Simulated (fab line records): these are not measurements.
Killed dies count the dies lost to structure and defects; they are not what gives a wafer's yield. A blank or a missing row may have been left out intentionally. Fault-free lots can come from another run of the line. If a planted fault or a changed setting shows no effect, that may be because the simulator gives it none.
Split-lot experiment + flow sfq_line + 23 wafers read across 5 lots, on a route 325 steps long

THE SPLIT ITSELF
At SFQ_TRILAYER_I7_VIA_LITHO_COAT_192 (resist thk 62 nm), the setting resist_thk_nm was moved away from the recipe's 62 nm on 10 of the 23 wafers read, by -5.7% to +5.0%. All remaining wafers had this setting at the recipe value.

FROM THE SPLIT TO THE READING: what the file shows between them, 3 steps
- SFQ_TRILAYER_I7_VIA_LITHO_COAT_187: resist thk 650 nm
- SFQ_TRILAYER_I7_VIA_LITHO_SOFTBAKE_191
- SFQ_TRILAYER_I7_VIA_LITHO_DEVELOP_189: time 60 s

THE READING
oes_product_au, in a.u., at SFQ_TRILAYER_I7_VIA_BARC_OPEN_VIA_ETCH_260 (etches BARC in O2, target depth 125 nm, time 41.7 s). A value of 0.684 a.u. with a standard deviation of 0.0045 a.u. is what fault-free wafers of this fab line usually give.

| wafer  | tool, chamber at the split | resist_thk_nm as run, nm | against the recipe | oes_product_au, a.u. | against lot-mates on the recipe |
|--------|----------------------------|--------------------------|--------------------|----------------------|---------------------------------|
| L074.4 | litho_track-01, 0          | 62                       | recipe             | 0.681                | -                               |
| L074.5 | litho_track-01, 0          | 62                       | recipe             | 0.691                | -                               |
| L074.6 | litho_track-01, 0          | 62                       | recipe             | 0.680                | -                               |
| L076.1 | litho_track-04, 0          | 62                       | recipe             | 0.694                | -                               |
| L076.2 | litho_track-04, 0          | 62                       | recipe             | 0.682                | -                               |
| L076.3 | litho_track-04, 0          | 60.15                    | -3.0%              | 0.685                | -0.002                          |
| L076.4 | litho_track-04, 0          | 62                       | recipe             | 0.684                | -                               |
| L076.6 | litho_track-04, 0          | 60.15                    | -3.0%              | 0.676                | -0.011                          |
| L080.1 | litho_track-03, 0          | 62                       | recipe             | 0.685                | -                               |
| L080.2 | litho_track-03, 0          | 65.13                    | +5.0%              | 0.704                | +0.018                          |
| L080.4 | litho_track-03, 0          | 62                       | recipe             | 0.683                | -                               |
| L080.5 | litho_track-03, 0          | 62                       | recipe             | 0.691                | -                               |
| L080.6 | litho_track-03, 0          | 65.13                    | +5.0%              | 0.700                | +0.014                          |
| L084.2 | litho_track-03, 0          | 62                       | recipe             | 0.680                | -                               |
| L084.3 | litho_track-03, 0          | 58.47                    | -5.7%              | 0.668                | -0.013                          |
| L084.4 | litho_track-03, 0          | 58.47                    | -5.7%              | 0.660                | -0.021                          |
| L084.5 | litho_track-03, 0          | 58.47                    | -5.7%              | 0.658                | -0.023                          |
| L084.6 | litho_track-03, 0          | 62                       | recipe             | 0.683                | -                               |
| L085.1 | litho_track-04, 0          | 62                       | recipe             | 0.684                | -                               |
| L085.2 | litho_track-04, 0          | 62                       | recipe             | 0.690                | -                               |
| L085.3 | litho_track-04, 0          | 58.96                    | -4.9%              | 0.674                | -0.013                          |
| L085.5 | litho_track-04, 0          | 58.96                    | -4.9%              | 0.664                | -0.023                          |
| L085.6 | litho_track-04, 0          | 58.96                    | -4.9%              | 0.668                | -0.019                          |

FIT RESULTS
A straight line over all 23 wafers: oes_product_au changes by +0.00353 a.u. for each +1% of resist_thk_nm; r = +0.91; the points scatter about the line by 0.005 a.u.
The same after taking each lot's own level away (the mean of its wafers on the recipe; 23 wafers): +0.00334 a.u. for each +1%; r = +0.92; scatter 0.0044 a.u.
Per that fit: largest resist_thk_nm move, reading shift of 0.019 a.u.
Measured against the standard deviation above, the lots' own levels, which go from 0.6815 to 0.6870 a.u., span 1.2 times it.
The two slopes are in agreement: the lot-to-lot level therefore moves the slope only a little.
Check: for one of the wafers moved furthest among these (-5.7%), held out of the fit, the line's prediction against its lot-mates is -0.02 a.u. Against them it came out at -0.0135 a.u.

THE WHOLE CHAIN: every reading that the file lists as answering this split, in the file's order
| step                                       | what it does                                        | reading                                                                                        | change (the file's fit)                   | r (the file's) |
|--------------------------------------------|-----------------------------------------------------|------------------------------------------------------------------------------------------------|-------------------------------------------|----------------|
| SFQ_TRILAYER_I7_VIA_LITHO_COAT_192         | resist thk 62 nm                                    | BARC_of_TRILAYER_I7_VIA_LITHO_COAT_192.thk_nm (the simulator's own value, which no gauge read) | +0.622 nm for each +1% of the setting     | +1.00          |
| SFQ_TRILAYER_I7_VIA_BARC_OPEN_VIA_ETCH_260 | etches BARC in O2, target depth 125 nm, time 41.7 s | oes_product_au                                                                                 | +0.00326 a.u. for each +1% of the setting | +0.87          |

THE FILE'S OWN FIT
oes_product_au changes by +0.00326 a.u. for each +1% of resist_thk_nm, r = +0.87.
